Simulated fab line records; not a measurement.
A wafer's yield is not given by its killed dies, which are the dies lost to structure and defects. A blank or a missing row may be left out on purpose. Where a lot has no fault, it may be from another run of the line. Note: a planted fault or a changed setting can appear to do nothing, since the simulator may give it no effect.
Chamber matching    flow sfqLine    rieDiel-03 running SFQ_TRILAYER_I0_VIA_BARC_OPEN_VIA_ETCH_046: 4 sister chambers
The step etches BARC in O2, target depth 125 nm, time 41.7 s. 4 wafers are shown with their chamber, then 7 later ones without.

== WAFERS, EACH WITH ITS CHAMBER ==
wafer   chamber  runLengthS (s)
L526.6  3        69.9
L530.1  0        70.4
L531.2  2        70.4
L531.4  1        69.9

== WAFERS WITH NO CHAMBER GIVEN ==
wafer   runLengthS (s)
L531.6  70.3
L535.2  70.4
L535.3  69.5
L535.6  70.6
L537.1  70.1
L537.3  70.3
L537.4  69.3

== WHICH CHAMBER EACH ONE RAN IN ==
wafer   from the rows above                in truth
L531.6  can't be placed: 0 or 2 or 1 or 3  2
L535.2  can't be placed: 0 or 2 or 1 or 3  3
L535.3  can't be placed: 1 or 3 or 0 or 2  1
L535.6  can't be placed: 0 or 2 or 1 or 3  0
L537.1  can't be placed: 1 or 3 or 0 or 2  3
L537.3  can't be placed: 0 or 2 or 1 or 3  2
L537.4  can't be placed: 1 or 3 or 0 or 2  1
Correctly placed: 0 of 7. Can't be placed from these rows: 7 (the true chamber is among the candidates in 7). Placed wrongly: 0.
How it was worked out, from the rows above alone: a wafer's distance from a chamber is the root of the sum, over the readings, of the square of ((its reading less the chamber's mean) divided by the reading's scatter). The wafer belongs to the nearest chamber; if the next one is less than 2 further off, it can't be placed. A chamber's mean is the mean of its shown wafers. The scatter (one wafer shown for each chamber): square how far every hidden wafer sits from the nearest shown wafer, average those squares and take the square root.
